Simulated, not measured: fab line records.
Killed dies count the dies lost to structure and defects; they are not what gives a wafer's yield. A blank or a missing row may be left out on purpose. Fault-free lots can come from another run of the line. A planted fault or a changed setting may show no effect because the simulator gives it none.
Which tool did it? | flow sfq-line | 7 lots with 21 wafers sampled at 3 steps, on a route of 325 steps

## WHAT THE GAUGES SHOWED, per wafer
SFQ_R5_RS_MEAS_933: uses a four-point probe to measure.
lot  | measured     | on            | R5_MONX_RS (ohm/sq)
L143 | day 49 13:55 | film-metro-02 | 7.15 7.11 7.17
L145 | day 50 02:01 | film-metro-03 | 6.45 6.44 6.43
L147 | day 50 11:04 | film-metro-03 | 6.55 6.61 6.59
L156 | day 57 06:35 | film-metro-03 | 6.98 6.99 6.99
L158 | day 58 04:14 | film-metro-03 | 7.12 7.07 7.13
L161 | day 59 13:13 | film-metro-04 | 6.96 7.03 7.04
L163 | day 60 01:11 | film-metro-04 | 7.09 7.01 7.02

## EACH LOT AND THE TOOL THAT RAN IT (in order: tool; ch and the chambers of the sampled wafers; start)
lot  | SFQ_TRILAYER_I4_METRO_MEASURE_101 | SFQ_TRILAYER_R5_DEP_SPUTTER_133
L143 | film-metro-02, day 34 19:47       | pvd-sputter-03, day 49 13:49
L145 | film-metro-03, day 35 16:47       | pvd-sputter-03, day 50 01:55
L147 | film-metro-02, day 36 20:29       | pvd-sputter-03, day 50 11:00
L156 | film-metro-03, day 45 00:02       | pvd-sputter-06, day 57 06:31
L158 | film-metro-03, day 45 18:43       | pvd-sputter-06, day 58 04:07
L161 | film-metro-02, day 47 10:22       | pvd-sputter-04, day 59 13:07
L163 | film-metro-01, day 48 00:43       | pvd-sputter-03, day 60 01:07
- SFQ_TRILAYER_I4_METRO_MEASURE_101
- SFQ_TRILAYER_R5_DEP_SPUTTER_133: material MoNx, target thk 40 nm, time 66.7 s.

## THE ANSWER, worked out from the rows above alone
Rule: usual is defined by the lots themselves. The widest of any qualifying gaps counts: lots, ordered by their means at a reading, are off when they make up no more than a third of the lots, leave a main group of 4 or more, and stand apart from it by 3 or more times the standard deviation of that group's means. The tables above print the reading to a certain number of digits; a main group whose means all agree to those digits is not used. A lot without any number at a reading at which 4 lots or more have one is off too. The other lots that the step has rows for count as sound.
Off: L145, L147, at SFQ_R5_RS_MEAS_933 (R5_MONX_RS). Mean 7.06 ohm/sq and standard deviation 0.059 in the main group.
If a tool, at a process step before that reading, ran all the lots that are off and no sound lot after the first of them, it fits. Gauges at SFQ_R5_RS_MEAS_933: tried the same way as those tools. No candidate that was tried fits.

## WHAT THE SIMULATOR HAD PUT IN
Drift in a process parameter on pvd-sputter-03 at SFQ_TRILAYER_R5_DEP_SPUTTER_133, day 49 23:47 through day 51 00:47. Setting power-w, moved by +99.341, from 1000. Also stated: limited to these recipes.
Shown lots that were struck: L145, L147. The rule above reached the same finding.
